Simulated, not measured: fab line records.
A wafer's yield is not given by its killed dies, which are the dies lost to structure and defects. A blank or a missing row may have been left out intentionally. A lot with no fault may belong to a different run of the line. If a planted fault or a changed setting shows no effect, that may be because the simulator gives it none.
fab line records	flow sfqLine
record: lots: 7	wafers: 19	lastDay: 94
route steps=325 shown L0V@17 M0@28 I0@43 M1@58 M8@325
lots that met no fault: from a run of the same line without faults
startH: hours from the record's first day to the start of the lot's first wafer shown	waitH: hours since the lot's step before	" same as the row above	L1.1+2: a row that stands for several wafers	- value missing, or start not given	* or withheld: withheld	< > ~ a bound
route shown NAME@n: NAME is a module with steps in the file, n the number in the route of the first one	usual: mean and standard deviation over wafers with no fault	same: alike in all rows	chamber/n: place in a boat	sites: per-site readings	_std_site: how widely they spread, as a standard deviation	_edge_site: mean of outer sites minus mean of inner sites	radiusMm: how far each site lies from the wafer's centre	mask NAME#n: copy n	behind: tool/chamber where the wafer was last shaped	hold: why the lot went on hold/how many hours it stayed there/how the hold came to an end	device: whichever transistor did not switch (one of n, p or np)	end of line: the same wafers' tests at the end of the route	for a step that has no rows: nothing shown but its recipe	killed: dies lost to structure and defects at the first sort, not the wafer's yield	map: per-die view of a wafer (x killed, . not killed, _ where there is no die)
set.NAME: setting as actually run; set.NAME@STEP: the setting as run at that earlier step	model.NAME: the simulator's own value behind a step, which no gauge read
lots at selected steps of the route; one table per step, one row per wafer
services: when a tool's chamber went out of use (startH, in hours from the record's first day, below 0 if earlier), for how many hours, and the reason
== steps ==
step: SFQ_TRILAYER_L0_VIA_LITHO_COAT_018
recipe: resist: BARC	spinRpm: 3000	resistThkNm: 62
step: SFQ_TRILAYER_L0_VIA_LITHO_COAT_013
recipe: resist: KrF	spinRpm: 3000	resistThkNm: 650
step: SFQ_TRILAYER_L0_VIA_LITHO_SOFTBAKE_017
recipe: tempC: withheld	timeS: withheld	resist: KrF
step: SFQ_TRILAYER_L0_VIA_LITHO_EXPOSE_014
recipe: maskId: L0V	na: 0.6	sourceShape: conventional	sigmaOuter: 0.65	targetCdNm: 700	doseMj: 21.3
step: SFQ_TRILAYER_L0_VIA_LITHO_PEB_016
recipe: pebTempC: 115	pebTimeS: 60	resist: KrF
step: SFQ_TRILAYER_L0_VIA_LITHO_DEVELOP_015
recipe: timeS: 60	resist: KrF
step: SFQ_L0V_OVL_MEAS_903
usual: L0V_OVL: 0/5.1
lot.wafer	tool	chamber	startH	waitH	L0V_OVL[nm]
L661.1	overlay-01	-	104.25	0.1	-5
L661.2	"	-	"	"	-9
L661.5	"	-	"	"	-3
L668.1	overlay-02	-	139.80	0.1	-2
L668.3	"	-	"	"	2
L668.4	"	-	"	"	0
L669.3	overlay-01	-	148.22	0.1	4
L669.5	"	-	"	"	-1
L670.1	overlay-01	-	154.00	0.1	12
L670.5	"	-	"	"	9
L674.1	overlay-01	-	169.60	0.1	0
L674.3	"	-	"	"	3
L674.6	"	-	"	"	5
L679.1	overlay-02	-	196.10	0.1	-8
L679.4	"	-	"	"	-4
L679.6	"	-	"	"	-9
L681.4	overlay-01	-	204.52	0.1	1
L681.5	"	-	"	"	-6
L681.6	"	-	"	"	1
step: SFQ_TRILAYER_L0_VIA_BARC_OPEN_VIA_ETCH_021
recipe: maskMaterial: PR	chemistry: O2	targetDepthNm: 125	target: BARC	sourceW: 500	biasW: 80	pressureMtorr: 30	timeS: 41.7
usual: drypumpMotorCurrentA: 5.5/0.41	oesProductAu: 0.686/0.0041
lot.wafer	tool	chamber	startH	waitH	drypumpMotorCurrentA	oesProductAu	rfHoursCounterH
L661.1	rieDiel-03	3	104.29	0.0	5.0	0.693	36
L661.2	"	0	"	"	6.2	0.690	79
L661.5	"	1	"	"	5.8	0.684	-
L668.1	rieDiel-04	3	139.84	0.0	6.2	0.690	11
L668.3	"	2	"	"	5.5	0.687	82
L668.4	"	0	"	"	5.0	0.692	8
L669.3	rieDiel-03	1	148.24	0.0	5.8	0.685	81
L669.5	"	1	"	"	5.8	0.686	-
L670.1	rieDiel-03	3	154.04	0.0	5.1	0.687	37
L670.5	"	2	"	"	5.7	0.682	-
L674.1	rieDiel-04	1	169.64	0.0	5.6	0.684	25
L674.3	"	3	"	"	6.2	0.686	11
L674.6	"	2	"	"	5.5	0.690	-
L679.1	rieDiel-04	3	196.14	0.0	6.2	0.686	12
L679.4	"	0	"	"	5.0	0.686	8
L679.6	"	3	"	"	6.3	0.694	-
L681.4	rieDiel-01	1	204.54	0.0	5.2	0.689	98
L681.5	"	1	"	"	5.2	0.688	-
L681.6	"	0	"	"	5.4	0.691	-
step: SFQ_TRILAYER_L0_VIA_ETCH_VIA_ETCH_016
recipe: target: SiO2	stopOn: MoNx_KI	maskMaterial: PR	chemistry: CHF3	targetDepthNm: 80	sourceW: 500	biasW: 80	pressureMtorr: 30	timeS: withheld
step: SFQ_TRILAYER_L0_VIA_STRIP_STRIP_017
recipe: gas: O2	powerW: 200	platenTempC: 40	overashFraction: 0.65	chemistry: O2	pressureMtorr: 50
step: SFQ_TRILAYER_L0_VIA_STRIP_SOLV_CLEAN_018
recipe: chemistry: NMP	tempC: 70	timeS: 600
step: SFQ_TRILAYER_M0_DEP_PRE_CLEAN_020
recipe: gas: Ar	timeS: 15	biasV: 250
step: SFQ_TRILAYER_M0_DEP_SPUTTER_019
recipe: material: Nb	basePressurePa: 1.33e-06	chamberPressurePa: 0.1333	substrateTempC: 20	resputterCathodeVoltageV: 400	targetThkNm: 200	powerW: 2000	timeS: 133.3
usual: basePressurePa: 1.34e-06/7.9e-08	throttleValvePct: 29.0/1
lot.wafer	tool	chamber	startH	waitH	basePressurePa	throttleValvePct	model.Nb_of_TRILAYER_M0_DEP_SPUTTER_019.thkNm
L661.1	pvdSputter-06	-	105.18	0.0	1.38e-06	30.1	201.8
L661.2	"	-	"	"	1.27e-06	29.2	199.4
L661.5	"	-	"	"	1.3e-06	29.1	199.9
L668.1	pvdSputter-05	-	140.76	0.0	1.34e-06	29.6	203.1
L668.3	"	-	"	"	1.41e-06	28.5	200.4
L668.4	"	-	"	"	1.32e-06	27.2	200.2
L669.3	pvdSputter-05	-	149.13	0.0	1.25e-06	27.3	252.5
L669.5	"	-	"	"	1.36e-06	28.2	199.7
L670.1	pvdSputter-05	-	154.96	0.0	1.23e-06	28.2	253.3
L670.5	"	-	"	"	1.32e-06	27.5	199.4
L674.1	pvdSputter-05	-	170.54	0.0	1.41e-06	29.4	256.3
L674.3	"	-	"	"	1.2e-06	27.6	255.1
L674.6	"	-	"	"	1.2e-06	27.8	202.2
L679.1	pvdSputter-06	-	197.04	0.0	1.35e-06	29.4	196.9
L679.4	"	-	"	"	1.21e-06	29.7	199.7
L679.6	"	-	"	"	1.43e-06	30.4	201
L681.4	pvdSputter-06	-	205.44	0.0	1.37e-06	30.7	198.1
L681.5	"	-	"	"	1.28e-06	29.3	194
L681.6	"	-	"	"	1.31e-06	29.7	196.5
step: SFQ_M0_RS_MEAS_904
recipe: thkMeasGauge: four-point-probe	reads: Nb_of_TRILAYER_M0_DEP_SPUTTER_019
usual: M0_NB_RS: 0.888/0.0093
lot.wafer	tool	chamber	startH	waitH	M0_NB_RS[ohm/sq]
L661.1	filmMetro-02	-	105.27	0.0	0.881
L661.2	"	-	"	"	0.893
L661.5	"	-	"	"	0.891
L668.1	filmMetro-02	-	140.85	0.0	0.878
L668.3	"	-	"	"	0.888
L668.4	"	-	"	"	0.890
L669.3	filmMetro-04	-	149.26	0.1	0.702
L669.5	"	-	"	"	0.890
L670.1	filmMetro-02	-	155.12	0.1	0.702
L670.5	"	-	"	"	0.893
L674.1	filmMetro-03	-	170.63	0.0	0.692
L674.3	"	-	"	"	0.698
L674.6	"	-	"	"	0.882
L679.1	filmMetro-02	-	197.13	0.0	0.904
L679.4	"	-	"	"	0.890
L679.6	"	-	"	"	0.885
L681.4	filmMetro-04	-	205.59	0.1	0.898
L681.5	"	-	"	"	0.917
L681.6	"	-	"	"	0.906
step: SFQ_TRILAYER_M0_LITHO_COAT_026
recipe: resist: BARC	spinRpm: 3000	resistThkNm: 62
step: SFQ_TRILAYER_M0_LITHO_COAT_021
recipe: resist: KrF	spinRpm: 3000	resistThkNm: 600
step: SFQ_TRILAYER_M0_LITHO_SOFTBAKE_025
recipe: tempC: withheld	timeS: withheld	resist: KrF
step: SFQ_TRILAYER_M0_LITHO_EXPOSE_022
recipe: maskId: M0	na: 0.6	sourceShape: conventional	sigmaOuter: 0.65	targetCdNm: 500	doseMj: 14.4
step: SFQ_TRILAYER_M0_LITHO_PEB_024
recipe: pebTempC: 115	pebTimeS: 60	resist: KrF
step: SFQ_TRILAYER_M0_LITHO_DEVELOP_023
recipe: timeS: 60	resist: KrF
step: SFQ_M0_OVL_MEAS_906
usual: M0_OVL: 3/5.5
lot.wafer	tool	chamber	startH	waitH	M0_OVL[nm]
L661.1	overlay-01	-	167.74	0.1	3
L661.2	"	-	"	"	2
L661.5	"	-	"	"	3
L668.1	overlay-01	-	209.39	0.1	5
L668.3	"	-	"	"	4
L668.4	"	-	"	"	5
L669.3	overlay-01	-	219.48	0.1	5
L669.5	"	-	"	"	3
L670.1	overlay-01	-	226.94	0.1	1
L670.5	"	-	"	"	3
L674.1	overlay-02	-	242.54	0.1	0
L674.3	"	-	"	"	-3
L674.6	"	-	"	"	3
L679.1	overlay-01	-	274.74	0.1	6
L679.4	"	-	"	"	5
L679.6	"	-	"	"	13
L681.4	overlay-01	-	285.56	0.1	2
L681.5	"	-	"	"	12
L681.6	"	-	"	"	6
step: SFQ_TRILAYER_M0_BARC_OPEN_METAL_ETCH_031
recipe: maskMaterial: PR	chemistry: O2	targetDepthNm: 125	target: BARC	icpW: 600	biasW: 80	pressureMtorr: 10	timeS: 41.7
usual: drypumpMotorCurrentA: 5.7/0.53	oesProductAu: 0.685/0.0049
lot.wafer	tool	chamber	startH	waitH	drypumpMotorCurrentA	oesProductAu	rfHoursCounterH
L661.1	rieMetal-01	0	167.78	0.0	5.0	0.688	85
L661.2	"	1	"	"	5.6	0.687	192
L661.5	"	0	"	"	5.0	0.685	-
L668.1	rieMetal-03	1	209.43	0.0	6.5	0.685	45
L668.3	"	1	"	"	6.5	0.685	-
L668.4	"	0	"	"	5.1	0.690	-
L669.3	rieMetal-04	1	219.52	0.0	5.7	0.688	-
L669.5	"	0	"	"	6.1	0.686	-
L670.1	rieMetal-01	0	226.98	0.0	5.0	0.690	100
L670.5	"	0	"	"	5.0	0.688	-
L674.1	rieMetal-04	1	242.58	0.0	5.7	0.685	74
L674.3	"	1	"	"	5.6	0.692	-
L674.6	"	1	"	"	5.7	0.687	-
L679.1	rieMetal-01	0	274.78	0.0	4.9	0.685	109
L679.4	"	0	"	"	5.0	0.678	-
L679.6	"	0	"	"	5.0	0.685	-
L681.4	rieMetal-04	1	285.60	0.0	5.7	0.689	-
L681.5	"	0	"	"	6.1	0.680	-
L681.6	"	1	"	"	5.7	0.681	-
step: SFQ_TRILAYER_M0_ETCH_METAL_ETCH_024
recipe: target: Nb	stopOn: SiO2	maskMaterial: PR	chemistry: Cl2/Ar	targetDepthNm: 240	icpW: 600	biasW: 80	pressureMtorr: 10	timeS: 120
usual: drypumpMotorCurrentA: 5.7/0.53	oesProductAu: 0.896/0.0069
lot.wafer	tool	chamber	startH	waitH	drypumpMotorCurrentA	oesProductAu	rfHoursCounterH
L661.1	rieMetal-01	0	167.84	0.0	5.0	0.901	85
L661.2	"	1	"	"	5.6	0.888	192
L661.5	"	0	"	"	5.0	0.897	-
L668.1	rieMetal-03	1	209.49	0.0	6.5	0.905	45
L668.3	"	1	"	"	6.5	0.892	-
L668.4	"	0	"	"	5.1	0.890	-
L669.3	rieMetal-04	1	219.60	0.1	5.7	1.021	-
L669.5	"	0	"	"	6.1	0.888	-
L670.1	rieMetal-01	0	227.04	0.0	5.0	0.978	100
L670.5	"	0	"	"	5.0	0.896	-
L674.1	rieMetal-04	1	242.64	0.0	5.7	1.020	74
L674.3	"	1	"	"	5.7	1.014	-
L674.6	"	1	"	"	5.7	0.894	-
L679.1	rieMetal-01	0	274.84	0.0	5.0	0.883	109
L679.4	"	0	"	"	5.0	0.894	-
L679.6	"	0	"	"	5.0	0.908	-
L681.4	rieMetal-04	1	285.68	0.1	5.7	0.894	-
L681.5	"	0	"	"	6.2	0.878	-
L681.6	"	1	"	"	5.7	0.890	-
step: SFQ_TRILAYER_M0_STRIP_STRIP_025
recipe: gas: O2	powerW: 200	platenTempC: 40	overashFraction: 0.65	chemistry: O2	pressureMtorr: 50
usual: drypumpMotorCurrentA: 5.7/0.53	oesProductAu: 1.006/0.012
lot.wafer	tool	chamber	startH	waitH	drypumpMotorCurrentA	oesProductAu	rfHoursCounterH
L661.1	rieMetal-01	0	167.96	0.1	5.0	0.996	85
L661.2	"	1	"	"	5.6	0.998	192
L661.5	"	0	"	"	5.0	0.992	-
L668.1	rieMetal-03	1	209.61	0.1	6.5	1.002	45
L668.3	"	1	"	"	6.5	1.015	-
L668.4	"	0	"	"	5.1	0.994	-
L669.3	rieMetal-04	1	219.89	0.2	5.7	1.022	-
L669.5	"	0	"	"	6.2	0.994	-
L670.1	rieMetal-01	0	227.16	0.1	5.0	0.990	100
L670.5	"	0	"	"	5.0	0.989	-
L674.1	rieMetal-04	1	242.76	0.1	5.7	1.030	74
L674.3	"	1	"	"	5.7	1.023	-
L674.6	"	1	"	"	5.7	1.032	-
L679.1	rieMetal-01	0	274.96	0.1	5.0	1.017	109
L679.4	"	0	"	"	5.0	1.008	-
L679.6	"	0	"	"	5.0	1.012	-
L681.4	rieMetal-04	1	285.96	0.2	5.7	1.031	-
L681.5	"	0	"	"	6.2	1.011	-
L681.6	"	1	"	"	5.7	1.031	-
step: SFQ_TRILAYER_M0_STRIP_SOLV_CLEAN_026
recipe: chemistry: NMP	tempC: 70	timeS: 600
step: SFQ_TRILAYER_I0_DEP_PECVD_027
recipe: material: SiO2	tempC: 150	timeS: 111.11	pressureTorr: 2.4	rfW: 183.3	precursor: SiH4/N2O	targetThkNm: 500
usual: heaterPowerW: 86/18	throttleValvePct: 25.2/1.7
lot.wafer	tool	chamber	startH	waitH	heaterPowerW	throttleValvePct
L661.1	pecvd-02	0	168.91	0.0	105	26.7
L661.2	"	1	"	"	100	26.0
L661.5	"	1	"	"	102	25.7
L668.1	pecvd-02	0	210.39	0.0	98	26.8
L668.3	"	2	"	"	88	27.5
L668.4	"	2	"	"	91	27.4
L669.3	pecvd-01	0	220.46	0.0	78	21.9
L669.5	"	2	"	"	78	22.9
L670.1	pecvd-04	1	227.94	0.0	69	25.2
L670.5	"	2	"	"	113	23.8
L674.1	pecvd-01	2	243.54	0.0	66	23.1
L674.3	"	0	"	"	84	21.6
L674.6	"	0	"	"	69	21.5
L679.1	pecvd-04	2	275.74	0.0	112	23.8
L679.4	"	1	"	"	69	25.0
L679.6	"	2	"	"	117	23.8
L681.4	pecvd-04	1	286.58	0.0	59	25.1
L681.5	"	0	"	"	71	26.9
L681.6	"	2	"	"	118	23.9
step: SFQ_TRILAYER_I0_CMP_CMP_028
recipe: material: SiO2	downForcePsi: 3	platenRpm: 60	padVelocityMS: 0.94248
usual: motorCurrentA: 10.0/0.75	timeToEndpointS: 208/8.8
lot.wafer	tool	chamber	startH	waitH	motorCurrentA	timeToEndpointS
L661.2	cmp-02	3	178.65	9.7	10.3	209
L661.1	"	1	179.65	10.7	9.1	202
L661.5	"	3	180.65	11.7	10.6	208
L668.1	cmp-02	0	217.15	6.7	11.2	191
L668.3	"	2	218.15	7.7	9.0	212
L668.4	"	3	"	"	9.4	201
L669.3	cmp-02	2	224.15	3.6	8.7	207
L669.5	"	0	225.15	4.6	10.6	196
L670.1	cmp-02	2	232.65	4.7	8.9	214
L670.5	"	1	234.15	6.1	9.5	203
L674.3	cmp-01	2	254.05	10.5	11.2	209
L674.1	"	1	255.55	12.0	10.1	214
L674.6	"	3	256.55	12.9	9.5	210
L679.1	cmp-02	0	275.89	0.1	11.1	197
L679.4	"	2	276.89	1.1	8.8	216
L679.6	"	1	278.39	2.6	9.8	201
L681.4	cmp-02	3	287.62	1.0	10.2	208
L681.5	"	1	288.62	2.0	9.4	211
L681.6	"	2	"	"	9.2	220
step: SFQ_I0_BOW_MEAS_907
recipe: mode: bow
usual: I0_BOW: 1/7.4
lot.wafer	tool	chamber	startH	waitH	I0_BOW[um]
L661.1	filmMetro-03	-	181.15	1.0	-6
L661.2	"	-	"	"	9
L661.5	"	-	"	"	3
L668.1	filmMetro-03	-	220.15	2.5	3
L668.3	"	-	"	"	-9
L668.4	"	-	"	"	3
L669.3	filmMetro-04	-	226.19	1.5	-10
L669.5	"	-	"	"	0
L670.1	filmMetro-03	-	235.15	2.0	-3
L670.5	"	-	"	"	15
L674.1	filmMetro-04	-	257.05	1.0	-2
L674.3	"	-	"	"	6
L674.6	"	-	"	"	-2
L679.1	filmMetro-04	-	278.89	2.5	4
L679.4	"	-	"	"	10
L679.6	"	-	"	"	4
L681.4	filmMetro-03	-	289.68	1.6	4
L681.5	"	-	"	"	-2
L681.6	"	-	"	"	-9
step: SFQ_TRILAYER_I0_METRO_MEASURE_029
step: SFQ_TRILAYER_I0_VIA_LITHO_COAT_036
recipe: resist: BARC	spinRpm: 3000	resistThkNm: 62
step: SFQ_TRILAYER_I0_VIA_LITHO_COAT_031
recipe: resist: KrF	spinRpm: 3000	resistThkNm: 650
step: SFQ_TRILAYER_I0_VIA_LITHO_SOFTBAKE_035
recipe: tempC: withheld	timeS: withheld	resist: KrF
step: SFQ_TRILAYER_I0_VIA_LITHO_EXPOSE_032
recipe: maskId: I0	na: 0.6	sourceShape: conventional	sigmaOuter: 0.65	targetCdNm: 500	doseMj: 21.3
step: SFQ_TRILAYER_I0_VIA_LITHO_PEB_034
recipe: pebTempC: 115	pebTimeS: 60	resist: KrF
step: SFQ_TRILAYER_I0_VIA_LITHO_DEVELOP_033
recipe: timeS: 60	resist: KrF
step: SFQ_I0_OVL_MEAS_908
usual: I0_OVL: -6/4.9
lot.wafer	tool	chamber	startH	waitH	I0_OVL[nm]
L661.1	overlay-02	-	219.29	0.1	-6
L661.2	"	-	"	"	-9
L661.5	"	-	"	"	-1
L668.1	overlay-02	-	261.00	0.1	-4
L668.3	"	-	"	"	-6
L668.4	"	-	"	"	-9
L669.3	overlay-02	-	265.81	0.1	0
L669.5	"	-	"	"	-1
L670.1	overlay-02	-	274.20	0.1	-3
L670.5	"	-	"	"	-10
L674.1	overlay-01	-	300.11	0.1	-8
L674.3	"	-	"	"	-7
L674.6	"	-	"	"	-2
L679.1	overlay-02	-	325.11	0.1	3
L679.4	"	-	"	"	1
L679.6	"	-	"	"	2
L681.4	overlay-02	-	334.73	0.1	-5
L681.5	"	-	"	"	-6
L681.6	"	-	"	"	-7
step: SFQ_TRILAYER_I0_VIA_BARC_OPEN_VIA_ETCH_046
recipe: maskMaterial: PR	chemistry: O2	targetDepthNm: 125	target: BARC	sourceW: 500	biasW: 80	pressureMtorr: 30	timeS: 41.7
step: SFQ_TRILAYER_I0_VIA_ETCH_VIA_ETCH_034
recipe: target: SiO2	stopOn: Nb	maskMaterial: PR	taperDeg: 20	chemistry: CHF3	targetDepthNm: 260	sourceW: 500	biasW: 80	pressureMtorr: 30	timeS: withheld
step: SFQ_TRILAYER_I0_VIA_STRIP_STRIP_035
recipe: gas: O2	powerW: 200	platenTempC: 40	overashFraction: 0.65	chemistry: O2	pressureMtorr: 50
step: SFQ_TRILAYER_I0_VIA_STRIP_SOLV_CLEAN_036
recipe: chemistry: NMP	tempC: 70	timeS: 600
step: SFQ_TRILAYER_M1_DEP_PRE_CLEAN_038
recipe: gas: Ar	timeS: 22.5	biasV: 250
step: SFQ_M8_BOW_MEAS_951
recipe: mode: bow
usual: M8_BOW: 9/11
lot.wafer	tool	chamber	startH	waitH	M8_BOW[um]	model.etest.m0.combLog10Ohm	model.etest.m0.ohmSq
L661.1	filmMetro-01	-	2048.04	0.0	6	12	0.8813
L661.2	"	-	"	"	19	12	0.8921
L661.5	"	-	"	"	14	12	0.89
L668.1	filmMetro-04	-	2068.73	0.0	6	12	0.8757
L668.3	"	-	"	"	-6	12	0.8876
L668.4	"	-	"	"	5	12	0.8885
L669.3	filmMetro-03	-	2078.37	0.0	-7	0	0.7045
L669.5	"	-	"	"	2	12	0.8905
L670.1	filmMetro-01	-	2080.81	0.0	11	0	0.7022
L670.5	"	-	"	"	29	12	0.892
L674.1	filmMetro-04	-	2178.50	0.0	19	0	0.6939
L674.3	"	-	"	"	28	0	0.6972
L674.6	"	-	"	"	20	12	0.8797
L679.1	filmMetro-04	-	2249.55	0.0	15	12	0.9034
L679.4	"	-	"	"	24	12	0.8907
L679.6	"	-	"	"	16	12	0.8848
L681.4	filmMetro-03	-	2255.61	0.1	4	12	0.8977
L681.5	"	-	"	"	-2	12	0.9169
L681.6	"	-	"	"	-9	12	0.9051
== services ==
tool	chamber	startH	hours	kind
pecvd-04	-	81.07	2.8	pm
rieDiel-04	1	84.87	14.4	repair
pecvd-04	-	86.28	1.7	repair
rieDiel-04	3	88.69	10.2	repair
cmp-02	-	94.64	4.5	repair
rieMetal-04	-	110.51	2.8	pm
cmp-02	-	129.24	1.4	repair
rieMetal-04	1	129.40	4.3	repair
rieMetal-01	-	148.47	16.1	repair
cmp-02	-	154.15	7.8	repair
cmp-02	-	164.97	7.2	pm
pecvd-04	-	170.78	1.1	repair
rieDiel-03	-	178.34	1.5	repair
pvdSputter-05	-	182.51	4.7	repair
pecvd-04	1	182.53	18.8	repair
pecvd-04	0	183.83	11.9	repair
pecvd-04	2	188.75	2.6	repair
pvdSputter-06	-	189.12	0.7	repair
pvdSputter-06	-	221.16	3.3	repair
cmp-02	-	235.15	4.0	pm
rieDiel-04	1	243.99	14.3	repair
rieDiel-04	3	254.75	6.0	repair
rieDiel-04	2	263.37	6.1	repair
pvdSputter-06	-	264.65	0.5	repair
== key ==
firstSign: step: SFQ_M0_RS_MEAS_904	reading: M0_NB_RS	direction: down	sigmas: 20	usual: 0.888	struck: 0.698
effect: step: SFQ_TRILAYER_M0_ETCH_METAL_ETCH_024	reading: oesProductAu	direction: up	sigmas: 16	usual: 0.896	struck: 1.008
modelEffect: step: SFQ_TRILAYER_M0_DEP_SPUTTER_019	value: Nb_of_TRILAYER_M0_DEP_SPUTTER_019.thkNm	without: 202	struck: 254.3
modelEffect: step: SFQ_M8_BOW_MEAS_951	value: etest.m0.combLog10Ohm	without: 12	struck: 0
metAt SFQ_TRILAYER_M0_DEP_SPUTTER_019
struckWafers L669.3,L670.1,L674.1,L674.3
onsetBetween 140.76 149.13
fault: kind: processParameterDrift	tool: pvdSputter-05	chamber: -	onsetH: 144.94	steps: SFQ_TRILAYER_M0_DEP_SPUTTER_019	channel: timeS	offset: *	shape: step	endH: 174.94	scope: struckWafersOnly	actsIn: *	stated: *
